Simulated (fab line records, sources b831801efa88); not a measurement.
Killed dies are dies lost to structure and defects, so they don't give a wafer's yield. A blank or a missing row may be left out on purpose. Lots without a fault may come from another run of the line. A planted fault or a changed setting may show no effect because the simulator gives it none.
Tool commonality check | flow sky130 | 11 lots, 42 wafers sampled

WHY IT WAS OPENED
At SKY_VT_ADJUST_LVTN_TW_MEAS_21 the reading VT_ADJUST_LVTN_2_TW is flagged on 3 of 11 lots. Wafers without a fault read 188.8, standard deviation 1.5.
Rule: a lot is flagged when every wafer of it that has a number lies more than 4 standard deviations from that mean, or none has a number. The other lots count as sound.

lot  | measured     | on            | VT_ADJUST_LVTN_2_TW, wafer by wafer | flag
L721 | day 8 02:37  | film_metro-01 | 189.5 190.4 189.3                   |
L723 | day 8 15:07  | film_metro-04 | 189.3 189.0 190.0                   |
L726 | day 9 11:40  | film_metro-04 | 190.6 189.5 188.9                   |
L727 | day 9 21:19  | film_metro-01 | 189.2 189.7 188.2                   |
L730 | day 10 13:16 | film_metro-01 | 189.8 190.5 190.6                   |
L732 | day 11 03:16 | film_metro-04 | 188.5 188.8 189.0                   |
L738 | day 13 01:46 | film_metro-03 | 29.9 29.6 29.8 29.8 29.8 30.0       | FLAGGED
L739 | day 13 04:08 | film_metro-01 | 30.3 30.1 30.1 30.3 30.2 30.2       | FLAGGED
L740 | day 13 07:21 | film_metro-01 | 30.1 30.0 30.1 30.2 30.1 30.2       | FLAGGED
L742 | day 14 07:41 | film_metro-03 | 186.0 186.1 186.4                   |
L743 | day 14 18:45 | film_metro-01 | 189.1 190.2 188.9                   |
The numbers of the flagged lots are 30.0 on average: -158.8 against the usual, or -99 or more standard deviations.

WHICH TOOL RAN EACH LOT
The record holds 2 process steps before the reading, out of a route of 708 steps. In each cell: the tool, then ch and the chambers that the sampled wafers went through, then the start.
lot  | flag    | SKY_VT_ADJUST_LVTN_STRIP_09          | SKY_VT_ADJUST_LVTN_STRIP_20
L721 |         | plasma_asher-02 ch 0,1, day 7 06:14  | plasma_asher-02 ch 0,1, day 8 02:30
L723 |         | plasma_asher-03 ch 0,1, day 7 18:29  | plasma_asher-03 ch 0,1, day 8 15:00
L726 |         | plasma_asher-03 ch 0,1, day 8 14:07  | plasma_asher-04 ch 0,1, day 9 11:34
L727 |         | plasma_asher-03 ch 0,1, day 8 23:36  | plasma_asher-04 ch 0,1, day 9 21:12
L730 |         | plasma_asher-02 ch 0,1, day 9 14:57  | plasma_asher-02 ch 0,1, day 10 13:11
L732 |         | plasma_asher-03 ch 0,1, day 10 03:46 | plasma_asher-02 ch 0,1, day 11 03:10
L738 | FLAGGED | plasma_asher-04 ch 0,1, day 12 00:42 | plasma_asher-02 ch 0, day 13 01:40
L739 | FLAGGED | plasma_asher-02 ch 0,1, day 12 03:07 | plasma_asher-02 ch 0,1, day 13 04:02
L740 | FLAGGED | plasma_asher-03 ch 0,1, day 12 06:19 | plasma_asher-04 ch 0,1, day 13 07:14
L742 |         | plasma_asher-03 ch 0,1, day 13 05:25 | plasma_asher-04 ch 0,1, day 14 07:35
L743 |         | plasma_asher-03 ch 0,1, day 13 16:22 | plasma_asher-02 ch 0,1, day 14 18:39
What these steps do:
- SKY_VT_ADJUST_LVTN_STRIP_09: strips in O2/N2.
- SKY_VT_ADJUST_LVTN_STRIP_20: strips in O2/N2.
- SKY_VT_ADJUST_LVTN_TW_MEAS_21

FLAGGED OVER TOTAL, TOOL BY TOOL (the gauges that took the reading come last)
step                          | tool            | lots run | flagged | share of the flagged lots | sound lots run after its first flagged lot
SKY_VT_ADJUST_LVTN_STRIP_09   | plasma_asher-02 | 3        | 1       | some                      | 0
SKY_VT_ADJUST_LVTN_STRIP_09   | plasma_asher-03 | 7        | 1       | some                      | 2 (L742,L743)
SKY_VT_ADJUST_LVTN_STRIP_09   | plasma_asher-04 | 1        | 1       | some                      | 0
SKY_VT_ADJUST_LVTN_STRIP_20   | plasma_asher-02 | 6        | 2       | some                      | 1 (L743)
SKY_VT_ADJUST_LVTN_STRIP_20   | plasma_asher-03 | 1        | 0       | none                      | -
SKY_VT_ADJUST_LVTN_STRIP_20   | plasma_asher-04 | 4        | 1       | some                      | 1 (L742)
SKY_VT_ADJUST_LVTN_TW_MEAS_21 | film_metro-01   | 6        | 2       | some                      | 1 (L743)
SKY_VT_ADJUST_LVTN_TW_MEAS_21 | film_metro-03   | 2        | 1       | some                      | 1 (L742)
SKY_VT_ADJUST_LVTN_TW_MEAS_21 | film_metro-04   | 3        | 0       | none                      | -

WHAT THE TABLE ALLOWS
No row of the table ran every flagged lot.

WHAT THE SIMULATOR HAD PUT IN
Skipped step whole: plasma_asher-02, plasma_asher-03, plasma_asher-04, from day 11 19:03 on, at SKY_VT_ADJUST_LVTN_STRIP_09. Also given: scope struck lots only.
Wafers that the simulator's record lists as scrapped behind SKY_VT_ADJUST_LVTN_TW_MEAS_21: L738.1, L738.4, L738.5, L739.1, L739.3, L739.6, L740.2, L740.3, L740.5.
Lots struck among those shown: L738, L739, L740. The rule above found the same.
